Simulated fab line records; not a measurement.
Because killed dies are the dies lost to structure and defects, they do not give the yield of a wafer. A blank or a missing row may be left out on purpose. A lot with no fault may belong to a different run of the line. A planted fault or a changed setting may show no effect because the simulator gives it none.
fab line records	flow sky130
record: lots: 5	wafers: 15	last_day: 49
route steps=708 shown PASSIVATION@682 PAD_OPEN@694
lots untouched by any fault: they come from a run of this same line in which no faults occurred
start_h: the number of hours between the record's first day and the start of the first shown wafer of the lot	wait_h: time in hours since the lot's previous step	" identical to the entry in the row above	L1.1+2: several wafers, shown together as one row	- no value present, or no start provided	* or withheld: withheld	< > ~ a bound
route shown NAME@n: names a module that has steps shown in the file, with the first one's number in the route	usual: mean/standard deviation of fault-free wafers	same: alike in all rows	chamber/n: place in a boat	sites: per-site readings	_std_site: the standard deviation of these	_edge_site: inner sites' mean taken away from outer sites' mean	radius_mm: how far each site lies from the wafer's centre	mask NAME#n: copy n	behind: the tool/chamber that last shaped the wafer	hold: cause of the lot's hold/its duration in hours/its outcome	device: names the non-switching transistor (n, p or np)	end of line: the tests these same wafers got at the end of their route	step lacking rows: just its recipe	killed: the dies lost at the first sort to structure and to defects; this is not the yield of the wafer	map: a wafer's dies, marking killed ones x, the rest . and places with no die _
set.NAME: setting as actually run; set.NAME@STEP: the setting as run at that earlier step	model.NAME: the simulator's own value behind a step, which no gauge read
certain route steps with their lots: each step a table, each wafer a row
services: when a tool's chamber went out of use (start_h, in hours from the record's first day, below 0 if earlier), for how many hours, and the reason
== steps ==
step: SKY_PASSIVATION_THK_MEAS_01
recipe: reads: SiO2_of_PASSIVATION_CVD_00
usual: PASSIVATION_CVD_00_THK: 89.7/1.2
lot.wafer	tool	chamber	start_h	wait_h	PASSIVATION_CVD_00_THK[nm]
L074.2	film_metro-03	-	1029.19	-	88.6
L074.3	"	-	"	"	89.6
L074.5	"	-	"	"	90.9
L076.2	film_metro-04	-	1035.53	-	91.5
L076.4	"	-	"	"	90.6
L076.5	"	-	"	"	91.7
L079.1	film_metro-04	-	1059.89	-	88.3
L079.4	"	-	"	"	90.1
L079.5	"	-	"	"	89.8
L088.3	film_metro-03	-	1129.06	-	92.7
L088.4	"	-	"	"	90.3
L088.5	"	-	"	"	91.0
L093.1	film_metro-03	-	1147.33	-	88.9
L093.4	"	-	"	"	91.3
L093.6	"	-	"	"	90.1
step: SKY_PASSIVATION_CVD_02
recipe: material: Si3N4	target_thk_nm: 540	temp_c: 400	time_s: withheld	rf_w: 450
usual: heater_power_w: 668/110
lot.wafer	tool	chamber	start_h	wait_h	heater_power_w
L074.2	pecvd-01	0	1029.24	0.0	889
L074.3	"	0	"	"	904
L074.5	"	2	"	"	688
L076.2	pecvd-03	0	1035.58	0.0	829
L076.4	"	0	"	"	679
L076.5	"	2	"	"	690
L079.1	pecvd-01	2	1059.95	0.1	748
L079.4	"	1	"	"	630
L079.5	"	0	"	"	742
L088.3	pecvd-04	0	1129.10	0.0	723
L088.4	"	2	"	"	651
L088.5	"	0	"	"	700
L093.1	pecvd-01	2	1147.39	0.1	662
L093.4	"	2	"	"	720
L093.6	"	0	"	"	848
step: SKY_PASSIVATION_THK_MEAS_03
recipe: reads: Si3N4_of_PASSIVATION_CVD_02
usual: PASSIVATION_CVD_02_THK: 542/6.8
lot.wafer	tool	chamber	start_h	wait_h	PASSIVATION_CVD_02_THK[nm]
L074.2	film_metro-04	-	1029.59	-	537
L074.3	"	-	"	"	539
L074.5	"	-	"	"	535
L076.2	film_metro-03	-	1035.93	-	534
L076.4	"	-	"	"	552
L076.5	"	-	"	"	554
L079.1	film_metro-03	-	1060.17	-	537
L079.4	"	-	"	"	547
L079.5	"	-	"	"	549
L088.3	film_metro-04	-	1129.35	-	540
L088.4	"	-	"	"	557
L088.5	"	-	"	"	544
L093.1	film_metro-03	-	1147.62	-	542
L093.4	"	-	"	"	539
L093.6	"	-	"	"	546
step: SKY_PASSIVATION_DEHYDRATE_04
recipe: temp_c: 200	time_s: 60
usual: resist_line_temp_C: 23.01/0.11
lot.wafer	tool	chamber	start_h	wait_h	resist_line_temp_C
L074.2	litho_track-03	0	1040.07	10.5	23.04
L074.3	"	0	"	"	23.13
L074.5	"	0	"	"	23.08
L076.2	litho_track-02	0	1046.24	10.3	22.96
L076.4	"	0	"	"	22.92
L076.5	"	0	"	"	23.04
L079.1	litho_track-04	0	1070.36	10.2	23.12
L079.4	"	0	"	"	23.02
L079.5	"	0	"	"	23.06
L088.3	litho_track-02	0	1138.76	9.4	23.04
L088.4	"	0	"	"	23.09
L088.5	"	0	"	"	23.08
L093.1	litho_track-02	0	1155.96	8.3	22.89
L093.4	"	0	"	"	23.04
L093.6	"	0	"	"	22.96
step: SKY_PASSIVATION_HMDS_05
recipe: prime_time_s: 60	prime_temp_c: 120
usual: resist_line_temp_C: 22.99/0.1
lot.wafer	tool	chamber	start_h	wait_h	resist_line_temp_C
L074.2	litho_track-03	0	1040.22	0.1	22.87
L074.3	"	0	"	"	22.66
L074.5	"	0	"	"	22.66
L076.2	litho_track-02	0	1046.39	0.1	23.07
L076.4	"	0	"	"	23.16
L076.5	"	0	"	"	23.04
L079.1	litho_track-04	0	1070.51	0.1	23.23
L079.4	"	0	"	"	23.18
L079.5	"	0	"	"	22.98
L088.3	litho_track-02	0	1138.91	0.1	22.82
L088.4	"	0	"	"	23.13
L088.5	"	0	"	"	22.96
L093.1	litho_track-02	0	1156.11	0.1	23.18
L093.4	"	0	"	"	23.06
L093.6	"	0	"	"	23.20
step: SKY_PASSIVATION_COAT_06
recipe: spin_rpm: 2000	resist_thk_nm: 3000
usual: resist_line_temp_C: 23.03/0.089
lot.wafer	tool	chamber	start_h	wait_h	resist_line_temp_C
L074.2	litho_track-03	0	1040.37	0.1	23.17
L074.3	"	0	"	"	23.18
L074.5	"	0	"	"	23.15
L076.2	litho_track-02	0	1046.54	0.1	23.12
L076.4	"	0	"	"	22.95
L076.5	"	0	"	"	23.04
L079.1	litho_track-04	0	1070.66	0.1	23.04
L079.4	"	0	"	"	23.07
L079.5	"	0	"	"	23.16
L088.3	litho_track-02	0	1139.06	0.1	23.03
L088.4	"	0	"	"	22.84
L088.5	"	0	"	"	22.91
L093.1	litho_track-02	0	1156.26	0.1	23.19
L093.4	"	0	"	"	23.08
L093.6	"	0	"	"	23.03
step: SKY_PASSIVATION_SOFTBAKE_07
recipe: temp_c: 110	time_s: withheld
usual: resist_line_temp_C: 23.01/0.092
lot.wafer	tool	chamber	start_h	wait_h	resist_line_temp_C
L074.2	litho_track-03	0	1040.53	0.1	22.81
L074.3	"	0	"	"	22.99
L074.5	"	0	"	"	22.99
L076.2	litho_track-02	0	1046.69	0.1	23.06
L076.4	"	0	"	"	23.11
L076.5	"	0	"	"	23.19
L079.1	litho_track-04	0	1070.81	0.1	23.09
L079.4	"	0	"	"	22.97
L079.5	"	0	"	"	22.84
L088.3	litho_track-02	0	1139.23	0.1	22.75
L088.4	"	0	"	"	23.03
L088.5	"	0	"	"	23.00
L093.1	litho_track-02	0	1156.41	0.1	23.03
L093.4	"	0	"	"	23.17
L093.6	"	0	"	"	23.03
step: SKY_PASSIVATION_EXPOSE_08
recipe: mask_id: NSM	target_cd_nm: 3000	na: 0.57	dose_mj: 260
lot.wafer	tool	chamber	start_h	wait_h	mask
L074.2+3+5	iline_stepper-01	0	-	-	NSM#0
L076.2+4+5	iline_stepper-02	0	-	-	NSM#0
L079.1+4+5	iline_stepper-02	0	-	-	NSM#0
L088.3+4+5	iline_stepper-01	0	-	-	NSM#0
L093.1+4+6	iline_stepper-02	0	-	-	NSM#0
step: SKY_PASSIVATION_PEB_09
recipe: temp_c: 115	time_s: withheld
usual: resist_line_temp_C: 23.00/0.1
lot.wafer	tool	chamber	start_h	wait_h	resist_line_temp_C
L074.2	litho_track-04	0	-	-	22.86
L074.3	"	0	"	"	22.80
L074.5	"	0	"	"	22.91
L076.2	litho_track-03	0	-	-	22.95
L076.4	"	0	"	"	22.89
L076.5	"	0	"	"	23.04
L079.1	litho_track-02	0	-	-	22.92
L079.4	"	0	"	"	23.02
L079.5	"	0	"	"	22.98
L088.3	litho_track-02	0	-	-	23.01
L088.4	"	0	"	"	23.11
L088.5	"	0	"	"	23.04
L093.1	litho_track-02	0	-	-	23.10
L093.4	"	0	"	"	23.03
L093.6	"	0	"	"	22.93
step: SKY_PASSIVATION_DEVELOP_10
recipe: develop_time_s: 60	dev_temp_c: 23
usual: developer_temp_C: 23.01/0.1	resist_line_temp_C: 23.02/0.099
lot.wafer	tool	chamber	start_h	wait_h	developer_temp_C	resist_line_temp_C
L074.2	litho_track-04	0	-	-	22.94	22.86
L074.3	"	0	"	"	23.03	22.96
L074.5	"	0	"	"	22.86	22.98
L076.2	litho_track-03	0	-	-	23.09	23.02
L076.4	"	0	"	"	22.96	23.07
L076.5	"	0	"	"	23.15	23.05
L079.1	litho_track-02	0	-	-	23.17	23.03
L079.4	"	0	"	"	23.04	22.98
L079.5	"	0	"	"	23.10	23.06
L088.3	litho_track-02	0	-	-	22.94	23.13
L088.4	"	0	"	"	23.06	23.08
L088.5	"	0	"	"	23.12	22.92
L093.1	litho_track-02	0	-	-	22.79	22.88
L093.4	"	0	"	"	22.97	22.85
L093.6	"	0	"	"	22.92	22.96
step: SKY_PASSIVATION_ETCH_11
recipe: chemistry: CF4/O2	target_depth_nm: 725	stop_on: AlCu	source_w: 800	bias_w: 150	pressure_mtorr: 150	cf4_flow_sccm: 80	O2_flow_sccm: 10	time_s: 161.1
usual: cf4_flow_sccm: 79.99/0.22	chamber_pressure_mTorr: 150.00/0.14	drypump_motor_current_A: 5.8/0.44	oes_product_au: 0.979/0.0074	throttle_valve_pct: 5.964/0.0087
lot.wafer	tool	chamber	start_h	wait_h	cf4_flow_sccm	chamber_pressure_mTorr	drypump_motor_current_A	oes_product_au	rf_hours_counter_h	throttle_valve_pct
L074.2	rie_diel-03	0	1051.71	-	79.96	149.79	6.1	0.975	13	5.970
L074.3	"	1	"	"	80.18	149.96	6.3	0.975	17	5.960
L074.5	"	1	"	"	80.04	150.01	6.4	0.975	-	5.982
L076.2	rie_diel-04	2	1057.90	-	80.56	150.03	6.0	0.967	11	5.966
L076.4	"	1	"	"	80.04	149.86	5.8	0.980	22	5.965
L076.5	"	1	"	"	79.80	150.05	5.9	0.983	-	5.972
L079.1	rie_diel-03	2	1081.36	-	79.90	150.25	5.5	0.980	14	5.964
L079.4	"	1	"	"	80.54	150.02	6.3	0.984	19	5.967
L079.5	"	3	"	"	80.04	150.12	5.5	0.989	-	5.950
L088.3	rie_diel-03	0	1147.81	-	80.14	149.68	6.1	0.989	17	5.974
L088.4	"	2	"	"	79.81	150.19	5.5	1.004	17	5.974
L088.5	"	2	"	"	80.33	149.97	5.5	0.981	-	5.981
L093.1	rie_diel-04	3	1165.41	-	79.71	149.73	5.8	0.979	12	5.963
L093.4	"	3	"	"	79.94	150.14	5.8	0.975	-	5.969
L093.6	"	2	"	"	80.25	149.83	6.0	0.980	-	5.970
step: SKY_PASSIVATION_STRIP_12
recipe: chemistry: O2/N2	power_w: 1400	pressure_mtorr: 1500	platen_temp_c: withheld	overash_fraction: 0.7	o2_flow_sccm: 3000	n2_flow_sccm: 300
usual: chamber_pressure_mTorr: 1500.0/1.4	drypump_motor_current_A: 6.10/0.28	oes_product_au: 0.660/0.0048	strip_time_to_endpoint_s: 31.45/0.12
same: overash_fraction: 0.7
lot.wafer	tool	chamber	start_h	wait_h	chamber_pressure_mTorr	drypump_motor_current_A	oes_product_au	rf_hours_counter_h	strip_time_to_endpoint_s
L074.2	plasma_asher-02	0	1051.82	0.1	1498.5	5.78	0.652	29	31.60
L074.3	"	0	"	"	1499.0	5.76	0.662	-	31.43
L074.5	"	0	"	"	1501.0	5.77	0.655	-	31.34
L076.2	plasma_asher-03	1	1058.00	0.1	1501.4	6.17	0.672	63	31.41
L076.4	"	1	"	"	1500.4	6.16	0.666	-	31.49
L076.5	"	1	"	"	1500.2	6.16	0.661	-	31.58
L079.1	plasma_asher-01	1	1081.47	0.1	1499.2	6.38	0.653	2	31.49
L079.4	"	0	"	"	1499.8	5.84	0.657	-	31.45
L079.5	"	0	"	"	1500.7	5.85	0.656	-	31.40
L088.3	plasma_asher-02	0	1147.95	0.1	1500.3	5.76	0.659	-	31.46
L088.4	"	1	"	"	1500.7	6.48	0.663	-	31.38
L088.5	"	0	"	"	1498.5	5.74	0.661	-	31.52
L093.1	plasma_asher-02	0	1165.52	0.1	1501.6	5.76	0.663	40	31.34
L093.4	"	0	"	"	1500.3	5.75	0.670	-	31.28
L093.6	"	1	"	"	1502.5	6.50	0.662	-	31.28
step: SKY_PAD_OPEN_DEHYDRATE_00
recipe: temp_c: 200	time_s: 60
usual: resist_line_temp_C: 22.99/0.11
lot.wafer	tool	chamber	start_h	wait_h	resist_line_temp_C
L074.2	litho_track-01	0	1061.52	9.7	23.07
L074.3	"	0	"	"	22.96
L074.5	"	0	"	"	22.91
L076.2	litho_track-02	0	1068.09	10.0	22.88
L076.4	"	0	"	"	22.94
L076.5	"	0	"	"	22.69
L079.1	litho_track-03	0	1091.10	9.6	23.01
L079.4	"	0	"	"	22.86
L079.5	"	0	"	"	22.90
L088.3	litho_track-03	0	1156.65	8.7	23.14
L088.4	"	0	"	"	22.99
L088.5	"	0	"	"	23.21
L093.1	litho_track-02	0	1173.26	7.7	22.92
L093.4	"	0	"	"	22.82
L093.6	"	0	"	"	22.96
step: SKY_PAD_OPEN_HMDS_01
recipe: prime_time_s: 60	prime_temp_c: 120
usual: resist_line_temp_C: 23.01/0.11
lot.wafer	tool	chamber	start_h	wait_h	resist_line_temp_C
L074.2	litho_track-01	0	1061.67	0.1	23.11
L074.3	"	0	"	"	23.04
L074.5	"	0	"	"	23.16
L076.2	litho_track-02	0	1068.24	0.1	23.00
L076.4	"	0	"	"	23.15
L076.5	"	0	"	"	22.98
L079.1	litho_track-03	0	1091.25	0.1	22.91
L079.4	"	0	"	"	22.75
L079.5	"	0	"	"	22.94
L088.3	litho_track-03	0	1156.80	0.1	22.97
L088.4	"	0	"	"	22.98
L088.5	"	0	"	"	23.13
L093.1	litho_track-02	0	1173.41	0.1	23.05
L093.4	"	0	"	"	23.02
L093.6	"	0	"	"	22.98
step: SKY_PAD_OPEN_COAT_02
recipe: spin_rpm: 2000	resist_thk_nm: 3000
usual: resist_line_temp_C: 23.01/0.086
lot.wafer	tool	chamber	start_h	wait_h	resist_line_temp_C
L074.2	litho_track-01	0	1061.82	0.1	23.01
L074.3	"	0	"	"	23.13
L074.5	"	0	"	"	22.93
L076.2	litho_track-02	0	1068.39	0.1	22.98
L076.4	"	0	"	"	22.98
L076.5	"	0	"	"	23.05
L079.1	litho_track-03	0	1091.40	0.1	23.10
L079.4	"	0	"	"	22.98
L079.5	"	0	"	"	23.01
L088.3	litho_track-03	0	1156.95	0.1	23.08
L088.4	"	0	"	"	23.04
L088.5	"	0	"	"	22.93
L093.1	litho_track-02	0	1173.56	0.1	22.98
L093.4	"	0	"	"	22.82
L093.6	"	0	"	"	23.01
step: SKY_PAD_OPEN_SOFTBAKE_03
recipe: temp_c: 110	time_s: withheld
usual: resist_line_temp_C: 23.03/0.11
lot.wafer	tool	chamber	start_h	wait_h	resist_line_temp_C
L074.2	litho_track-01	0	1061.98	0.1	23.00
L074.3	"	0	"	"	23.05
L074.5	"	0	"	"	22.95
L076.2	litho_track-02	0	1068.54	0.1	22.96
L076.4	"	0	"	"	23.02
L076.5	"	0	"	"	23.01
L079.1	litho_track-03	0	1091.55	0.1	23.08
L079.4	"	0	"	"	23.13
L079.5	"	0	"	"	23.05
L088.3	litho_track-03	0	1157.12	0.1	23.13
L088.4	"	0	"	"	23.20
L088.5	"	0	"	"	23.17
L093.1	litho_track-02	0	1173.71	0.1	23.10
L093.4	"	0	"	"	23.06
L093.6	"	0	"	"	23.05
step: SKY_PAD_OPEN_EXPOSE_04
recipe: mask_id: PDM	target_cd_nm: 60000	na: 0.57	dose_mj: 260
lot.wafer	tool	chamber	start_h	wait_h	mask
L074.2+3+5	iline_stepper-01	0	-	-	PDM#0
L076.2+4+5	iline_stepper-01	0	-	-	PDM#0
L079.1+4+5	iline_stepper-02	0	-	-	PDM#0
L088.3+4+5	iline_stepper-02	0	-	-	PDM#0
L093.1+4+6	iline_stepper-01	0	-	-	PDM#0
step: SKY_PAD_OPEN_PEB_05
recipe: temp_c: 115	time_s: withheld
usual: resist_line_temp_C: 22.98/0.1
lot.wafer	tool	chamber	start_h	wait_h	resist_line_temp_C
L074.2	litho_track-03	0	-	-	23.11
L074.3	"	0	"	"	22.95
L074.5	"	0	"	"	23.11
L076.2	litho_track-02	0	-	-	23.06
L076.4	"	0	"	"	23.07
L076.5	"	0	"	"	23.12
L079.1	litho_track-03	0	-	-	22.98
L079.4	"	0	"	"	23.22
L079.5	"	0	"	"	23.01
L088.3	litho_track-03	0	-	-	22.96
L088.4	"	0	"	"	23.08
L088.5	"	0	"	"	23.10
L093.1	litho_track-01	0	-	-	22.91
L093.4	"	0	"	"	22.92
L093.6	"	0	"	"	22.96
step: SKY_PAD_OPEN_DEVELOP_06
recipe: develop_time_s: 60	dev_temp_c: 23
usual: developer_temp_C: 23.01/0.1	resist_line_temp_C: 23.03/0.096
lot.wafer	tool	chamber	start_h	wait_h	developer_temp_C	resist_line_temp_C
L074.2	litho_track-03	0	-	-	23.06	23.10
L074.3	"	0	"	"	23.10	23.07
L074.5	"	0	"	"	22.98	23.18
L076.2	litho_track-02	0	-	-	23.01	23.12
L076.4	"	0	"	"	22.90	23.05
L076.5	"	0	"	"	23.01	23.12
L079.1	litho_track-03	0	-	-	23.02	23.02
L079.4	"	0	"	"	22.92	23.08
L079.5	"	0	"	"	22.93	23.14
L088.3	litho_track-03	0	-	-	23.07	22.98
L088.4	"	0	"	"	23.12	23.17
L088.5	"	0	"	"	23.19	23.07
L093.1	litho_track-01	0	-	-	23.01	23.12
L093.4	"	0	"	"	23.01	23.03
L093.6	"	0	"	"	22.98	23.10
step: SKY_PAD_OPEN_ETCH_07
recipe: chemistry: CF4/O2	target_depth_nm: 725	stop_on: AlCu	source_w: 800	bias_w: 150	pressure_mtorr: 150	cf4_flow_sccm: 80	O2_flow_sccm: 10	time_s: 161.1
usual: cf4_flow_sccm: 80.01/0.25	chamber_pressure_mTorr: 150.02/0.13	drypump_motor_current_A: 5.6/0.49	oes_product_au: 0.979/0.0069	throttle_valve_pct: 5.965/0.0093
lot.wafer	tool	chamber	start_h	wait_h	cf4_flow_sccm	chamber_pressure_mTorr	drypump_motor_current_A	oes_product_au	rf_hours_counter_h	throttle_valve_pct
L074.2	rie_diel-03	3	1073.45	-	79.87	149.65	5.5	0.982	30	5.956
L074.3	"	1	"	"	79.57	150.09	6.4	0.975	18	5.962
L074.5	"	1	"	"	79.96	150.23	6.3	0.977	-	5.972
L076.2	rie_diel-03	1	1079.46	-	79.83	150.00	6.3	0.982	18	5.961
L076.4	"	3	"	"	80.06	149.92	5.5	0.981	30	5.975
L076.5	"	3	"	"	79.95	150.00	5.5	0.996	-	5.988
L079.1	rie_diel-03	1	1102.05	-	79.75	150.00	6.3	0.984	19	5.958
L079.4	"	0	"	"	79.77	149.92	6.1	0.972	15	5.961
L079.5	"	2	"	"	80.05	150.10	5.5	0.978	-	5.978
L088.3	rie_diel-01	1	1165.90	-	79.89	149.96	5.9	0.981	7	5.963
L088.4	"	2	"	"	79.73	149.86	5.6	0.992	22	5.970
L088.5	"	1	"	"	79.97	150.05	5.9	0.989	-	5.966
L093.1	rie_diel-01	3	1182.10	-	80.30	150.10	4.9	0.980	25	5.966
L093.4	"	0	"	"	79.75	149.92	6.4	0.982	29	5.967
L093.6	"	2	"	"	79.99	149.82	5.6	0.988	-	5.983
step: SKY_PAD_OPEN_STRIP_08
recipe: chemistry: O2/N2	power_w: 1400	pressure_mtorr: 1500	platen_temp_c: withheld	overash_fraction: 0.7	o2_flow_sccm: 3000	n2_flow_sccm: 300
usual: chamber_pressure_mTorr: 1499.9/1.5	drypump_motor_current_A: 6.12/0.2	oes_product_au: 0.663/0.0044
same: overash_fraction: 0.7
lot.wafer	tool	chamber	start_h	wait_h	chamber_pressure_mTorr	drypump_motor_current_A	oes_product_au	rf_hours_counter_h
L074.2	plasma_asher-03	0	1073.55	0.1	1501.0	5.98	0.671	65
L074.3	"	0	"	"	1499.0	5.97	0.663	-
L074.5	"	0	"	"	1498.8	5.98	0.659	-
L076.2	plasma_asher-04	1	1079.57	0.1	1500.4	6.26	0.661	96
L076.4	"	1	"	"	1498.2	6.24	0.664	-
L076.5	"	1	"	"	1499.2	6.23	0.673	-
L079.1	plasma_asher-01	0	1102.15	0.1	1500.4	5.81	0.652	3
L079.4	"	0	"	"	1497.2	5.80	0.666	-
L079.5	"	1	"	"	1499.8	6.37	0.659	-
L088.3	plasma_asher-01	1	1166.04	0.1	1501.7	6.38	0.655	-
L088.4	"	0	"	"	1501.2	5.85	0.666	-
L088.5	"	0	"	"	1499.3	5.83	0.663	-
L093.1	plasma_asher-03	0	1182.20	0.1	1498.8	5.95	0.662	74
L093.4	"	0	"	"	1499.3	5.94	0.663	-
L093.6	"	1	"	"	1501.3	6.16	0.657	-
step: SKY_PAD_OPEN_STRIP_09
recipe: chemistry: post_etch_residue_remover	time_s: 1200	temp_c: 72.5
lot.wafer	tool	chamber	start_h	wait_h
L074.2+3+5	wet_bench-03	1	1073.65	0.1
L076.2+4+5	wet_bench-04	3	1079.67	0.1
L079.1+4+5	wet_bench-01	1	1102.25	0.1
L088.3+4+5	wet_bench-04	0	1166.10	0.0
L093.1+4+6	wet_bench-01	3	1182.30	0.1
step: SKY_PAD_OPEN_CLEAN_10
recipe: chemistry: IPA	time_s: 180	temp_c: 25
lot.wafer	tool	chamber	start_h	wait_h
L074.2+3+5	wet_bench-04	0	1074.03	0.0
L076.2+4+5	wet_bench-04	2	1080.01	0.0
L079.1+4+5	wet_bench-01	0	1102.60	0.0
L088.3+4+5	wet_bench-04	1	1166.45	0.0
L093.1+4+6	wet_bench-01	3	1182.64	0.0
step: SKY_PAD_OPEN_CLEAN_11
recipe: chemistry: O3/DIW	dry: n2_spin
lot.wafer	tool	chamber	start_h	wait_h
L074.2+3+5	wet_bench-03	1	1074.09	0.0
L076.2+4+5	wet_bench-04	3	1080.12	0.1
L079.1+4+5	wet_bench-04	0	1102.77	0.1
L088.3+4+5	wet_bench-04	1	1166.50	0.0
L093.1+4+6	wet_bench-04	3	1182.70	0.0
step: SKY_PAD_OPEN_ANNEAL_12
recipe: temp_c: 400	time_s: withheld	ambient: N2/H2	idle_temp_c: 300	ramp_up_c_per_min: 8	ramp_down_c_per_min: 4
lot.wafer	tool	chamber	start_h	wait_h
L074.2+3+5	furnace-01	0	1074.19	0.0
L076.2+4+5	furnace-01	0	1080.21	0.0
L079.1+4+5	furnace-02	0	1102.87	0.0
L088.3+4+5	furnace-02	0	1166.60	0.0
L093.1+4+6	furnace-02	0	1182.79	0.0
step: SKY_PAD_OPEN_BOW_MEAS_13
recipe: mode: bow
usual: PAD_OPEN_BOW: 52/9
lot.wafer	tool	chamber	start_h	wait_h	PAD_OPEN_BOW[um]
L074.2	film_metro-01	-	1075.71	-	44
L074.3	"	-	"	"	46
L074.5	"	-	"	"	46
L076.2	film_metro-02	-	1081.73	-	52
L076.4	"	-	"	"	51
L076.5	"	-	"	"	52
L079.1	film_metro-01	-	1104.37	-	41
L079.4	"	-	"	"	45
L079.5	"	-	"	"	49
L088.3	film_metro-02	-	1168.14	-	53
L088.4	"	-	"	"	44
L088.5	"	-	"	"	29
L093.1	film_metro-02	-	1184.29	-	72
L093.4	"	-	"	"	59
L093.6	"	-	"	"	56
== services ==
tool	chamber	start_h	hours	kind
pecvd-01	1	1021.87	6.0	repair
iline_stepper-01	-	1032.44	2.2	repair
rie_diel-04	1	1037.12	3.1	repair
rie_diel-03	2	1037.86	5.8	repair
plasma_asher-03	-	1039.53	4.2	repair
rie_diel-04	2	1040.27	4.1	repair
pecvd-01	-	1043.31	3.4	repair
iline_stepper-01	-	1044.48	1.7	pm
plasma_asher-01	-	1055.25	9.0	pm
rie_diel-04	1	1093.35	5.1	repair
furnace-02	-	1097.27	5.0	pm
iline_stepper-02	-	1102.85	2.1	pm
rie_diel-01	0	1107.40	14.0	repair
furnace-02	-	1121.86	3.7	pm
rie_diel-01	-	1123.74	1.4	repair
furnace-01	-	1125.90	3.8	pm
pecvd-01	2	1133.81	8.5	repair
rie_diel-01	3	1138.53	9.6	repair
iline_stepper-01	-	1143.63	19.7	repair
furnace-01	-	1152.90	4.3	pm
iline_stepper-02	-	1163.31	1.7	pm
plasma_asher-03	-	1163.94	2.9	repair
rie_diel-03	-	1171.87	0.3	repair
wet_bench-04	-	1172.11	2.1	repair
== key ==
fault none
